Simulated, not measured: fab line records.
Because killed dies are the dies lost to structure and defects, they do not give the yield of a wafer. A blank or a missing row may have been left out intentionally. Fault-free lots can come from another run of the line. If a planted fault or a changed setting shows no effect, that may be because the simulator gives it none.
Which of the tools did it? | flow gf180mcu | Sampling: 12 lots, 36 wafers, 5 of 602 route steps

== WHAT THE GAUGES SHOWED, per wafer ==
GF_M2_CD_MEAS_14: the cd target is 280 nm. Usual: cd-nm at 280.0 nm, with a standard deviation of 1.1.
lot  | measured     | on        | cd-nm (nm)        | flag
L318 | day 20 04:49 | cd-sem-01 | 280.1 281.4 280.7 |
L322 | day 22 01:29 | cd-sem-02 | 280.9 280.6 280.2 |
L323 | day 22 03:34 | cd-sem-02 | 278.7 277.9 278.5 |
L330 | day 24 14:53 | cd-sem-02 | 280.4 280.8 279.3 |
L331 | day 24 21:21 | cd-sem-02 | 279.3 279.9 278.6 |
L332 | day 25 07:34 | cd-sem-02 | 279.2 278.9 280.4 |
L333 | day 25 15:41 | cd-sem-01 | 277.4 277.6 278.3 |
L334 | day 25 21:53 | cd-sem-01 | 280.5 280.3 280.6 |
L335 | day 26 01:08 | cd-sem-01 | 279.7 280.8 280.7 |
L336 | day 26 09:00 | cd-sem-01 | 281.0 280.3 281.3 |
L337 | day 26 18:17 | cd-sem-01 | 280.9 280.4 280.7 |
L338 | day 27 08:26 | cd-sem-01 | 280.2 279.8 278.7 |

GF_M2_OVL_MEAS_15. Usual: M2_OVL typically reads -1 nm, with standard deviation 5.3.
lot  | measured     | on         | M2_OVL (nm) | flag
L318 | day 20 04:56 | overlay-02 | -11 -12 -5  |
L322 | day 22 01:35 | overlay-02 | -6 2 1      |
L323 | day 22 03:41 | overlay-02 | -4 -7 -10   |
L330 | day 24 14:59 | overlay-02 | 7 4 5       |
L331 | day 24 21:28 | overlay-02 | 3 -1 -9     |
L332 | day 25 07:41 | overlay-02 | 0 0 -2      |
L333 | day 25 15:49 | overlay-01 | -3 -3 -8    |
L334 | day 25 22:01 | overlay-01 | 9 12 8      |
L335 | day 26 01:16 | overlay-01 | -8 -2 -3    |
L336 | day 26 09:07 | overlay-02 | 0 -4 -2     |
L337 | day 26 18:23 | overlay-01 | -5 -5 0     |
L338 | day 27 08:34 | overlay-01 | 0 -6 -1     |

GF_V3_BOW_MEAS_05. Usual: V3_BOW typically reads 119 um, with standard deviation 9.4.
lot  | measured     | on            | V3_BOW (um) | flag
L318 | day 22 09:08 | film-metro-02 | 120 115 132 |
L322 | day 24 03:27 | film-metro-04 | 97 95 95    |
L323 | day 24 04:58 | film-metro-04 | 100 87 99   |
L330 | day 26 13:27 | film-metro-01 | 116 114 113 |
L331 | day 26 20:52 | film-metro-02 | 119 117 124 |
L332 | day 27 04:56 | film-metro-01 | 124 119 120 |
L333 | day 27 13:40 | film-metro-04 | 111 116 104 |
L334 | day 27 19:41 | film-metro-02 | 119 123 132 |
L335 | day 27 22:01 | film-metro-02 | 109 128 119 |
L336 | day 28 04:48 | film-metro-04 | 100 97 110  |
L337 | day 28 13:20 | film-metro-04 | 126 124 118 |
L338 | day 29 04:02 | film-metro-04 | 135 130 112 |

== WHAT TOOL EACH LOT RAN ON (gives the tool, then ch and the chambers of the sampled wafers, and finally the start) ==
lot  | GF_M3_STRIP_17                       | GF_V3_CVD_02
L318 | plasma-asher-02 ch 0,1, day 22 08:02 | pecvd-03 ch 0,2, day 22 08:43
L322 | plasma-asher-04 ch 0,1, day 24 02:01 | pecvd-04 ch 0,1,2, day 24 02:59
L323 | plasma-asher-04 ch 0,1, day 24 03:53 | pecvd-04 ch 0,2, day 24 04:32
L330 | plasma-asher-01 ch 0,1, day 26 12:20 | pecvd-02 ch 1,2, day 26 12:59
L331 | plasma-asher-04 ch 0,1, day 26 19:10 | pecvd-04 ch 1,2, day 26 19:50
L332 | plasma-asher-04 ch 0,1, day 27 03:49 | pecvd-03 ch 0,1,2, day 27 04:29
L333 | plasma-asher-04 ch 0,1, day 27 12:29 | pecvd-03 ch 0,2, day 27 13:14
L334 | plasma-asher-04 ch 1, day 27 18:34   | pecvd-04 ch 1,2, day 27 19:16
L335 | plasma-asher-02 ch 0,1, day 27 20:53 | pecvd-03 ch 0,2, day 27 21:35
L336 | plasma-asher-02 ch 0,1, day 28 03:41 | pecvd-03 ch 0,1,2, day 28 04:22
L337 | plasma-asher-04 ch 0,1, day 28 12:13 | pecvd-04 ch 1,2, day 28 12:53
L338 | plasma-asher-01 ch 0,1, day 29 02:55 | pecvd-03 ch 1,2, day 29 03:36
- GF_M3_STRIP_17: strips in O2/N2.
- GF_V3_CVD_02: deposits SiO2 from TEOS, target thk 850 nm, time 94.851 s.

== AS READ BY THE TOOLS THEMSELVES (means over the sampled wafers that have a number; for cases with no such wafer, the mark the record gives instead) ==
GF_M3_STRIP_17. Usual: chamber-pressure-mTorr 1500.2 mTorr, standard deviation 1.2; drypump-motor-current-A 5.6 A, standard deviation 0.66; heater-power-w 341 W, standard deviation 33; o2-flow-sccm 2998 sccm, standard deviation 8.2; oes-product-au 0.558 a.u., standard deviation 0.0053; strip-time-to-endpoint-s 7.89 s, standard deviation 0.041.
lot  | tool            | chamber-pressure-mTorr (mTorr) | drypump-motor-current-A (A) | heater-power-w (W) | o2-flow-sccm (sccm) | oes-product-au (a.u.) | strip-time-to-endpoint-s (s) | flag
L318 | plasma-asher-02 | 1500.4                         | 5.9                         | 315                | 2998                | 0.555                 | 7.86                         |
L322 | plasma-asher-04 | 1501.4                         | 5.3                         | 349                | 3000                | 0.563                 | 7.93                         |
L323 | plasma-asher-04 | 1498.9                         | 5.3                         | 342                | 2982                | 0.564                 | 7.85                         |
L330 | plasma-asher-01 | 1499.5                         | 5.6                         | 334                | 2991                | 0.558                 | 7.90                         |
L331 | plasma-asher-04 | 1500.7                         | 5.3                         | 347                | 2997                | 0.556                 | 7.90                         |
L332 | plasma-asher-04 | 1499.8                         | 5.9                         | 347                | 3002                | 0.558                 | 7.92                         |
L333 | plasma-asher-04 | 1499.9                         | 5.9                         | 352                | 3001                | 0.561                 | 7.91                         |
L334 | plasma-asher-04 | 1500.3                         | 6.4                         | 359                | 2990                | 0.556                 | 7.79                         |
L335 | plasma-asher-02 | 1499.9                         | 5.5                         | 356                | 3003                | 0.563                 | 7.97                         |
L336 | plasma-asher-02 | 1500.2                         | 5.5                         | 349                | 2993                | 0.561                 | 7.88                         |
L337 | plasma-asher-04 | 1499.1                         | 5.3                         | 348                | 3001                | 0.557                 | 7.88                         |
L338 | plasma-asher-01 | 1500.2                         | 5.6                         | 320                | 2998                | 0.557                 | 7.90                         |

GF_V3_CVD_02. Usual: heater-power-outer-w 348 W, standard deviation 63; heater-power-w 625 W, standard deviation 91.
lot  | tool     | heater-power-outer-w (W) | heater-power-w (W) | flag
L318 | pecvd-03 | 338                      | 621                |
L322 | pecvd-04 | -                        | -                  | OFF
L323 | pecvd-04 | -                        | -                  | OFF
L330 | pecvd-02 | 425                      | 678                |
L331 | pecvd-04 | 362                      | 676                |
L332 | pecvd-03 | 347                      | 629                |
L333 | pecvd-03 | 319                      | 597                |
L334 | pecvd-04 | 349                      | 681                |
L335 | pecvd-03 | 300                      | 575                |
L336 | pecvd-03 | 375                      | 669                |
L337 | pecvd-04 | 353                      | 651                |
L338 | pecvd-03 | 362                      | 646                |

== THE ANSWER, worked out from the rows above alone ==
Rule: a lot counts as off when the mean over its wafers that have a number is more than 3 standard deviations away from the usual mean. Also off: a lot with no number at a reading for which 4 or more lots have one. All remaining lots with rows at the step are treated as sound. Order of review: gauges by route order, followed by the tools' own readings, for which a lot's mean as printed above is used. The first step at which some lot is off is used, and at that step the reading that is off furthest; a lot without a number counts as furthest.
Off: L322, L323, at GF_V3_CVD_02 (heater-power-outer-w). Without a number there: L322, L323.
If a tool, at that step or one of the process steps before it, ran each lot that is off and ran no sound lot following the first of them, it fits. None of those tried fits.

== WHAT THE SIMULATOR HAD PUT IN ==
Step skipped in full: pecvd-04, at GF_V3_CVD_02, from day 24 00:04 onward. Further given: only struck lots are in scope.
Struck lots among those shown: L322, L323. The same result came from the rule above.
